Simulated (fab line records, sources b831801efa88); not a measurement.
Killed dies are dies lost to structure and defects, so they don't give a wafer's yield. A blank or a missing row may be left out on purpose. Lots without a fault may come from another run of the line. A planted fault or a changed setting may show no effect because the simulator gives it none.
Chamber matching | flow gf180mcu | GF_PASSIVATION_CVD_02 on pecvd-01: 3 sister chambers
The step deposits Si3N4, target thk 700 nm, time 486.18 s. 3 wafers are shown with their chamber, then 7 later ones without.

WAFERS WITH THEIR CHAMBER
wafer  | chamber | heater_power_w (W)
L982.6 | 1       | 566
L983.3 | 0       | 705
L983.4 | 2       | 1007

WAFERS WITHOUT THEIR CHAMBER
wafer  | heater_power_w (W)
L983.5 | 630
L996.2 | 712
L996.4 | 740
L996.6 | 581
L998.1 | 891
L998.2 | 670
L998.4 | 689

WHICH CHAMBER EACH WENT THROUGH
wafer  | from the rows above     | in truth
L983.5 | can't be placed: 1 or 0 | 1
L996.2 | 0                       | 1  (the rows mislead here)
L996.4 | 0                       | 0
L996.6 | 1                       | 1
L998.1 | can't be placed: 2 or 0 | 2
L998.2 | can't be placed: 0 or 1 | 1
L998.4 | can't be placed: 0 or 1 | 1
Placed correctly: 2 of 7. Can't be placed from these rows: 4 (the true chamber is among the candidates in 4). Placed wrongly: 1.
How it was worked out, from the rows above alone: a wafer's distance from a chamber is the root of the sum, over the readings, of the square of ((its reading less the chamber's mean) divided by the reading's scatter). The wafer belongs to the nearest chamber; if the next one is less than 2 further off, it can't be placed. A chamber's mean is the mean of its shown wafers. The scatter: with one shown wafer a chamber, the root of the mean of the squares of how far each hidden wafer lies from its nearest shown one.
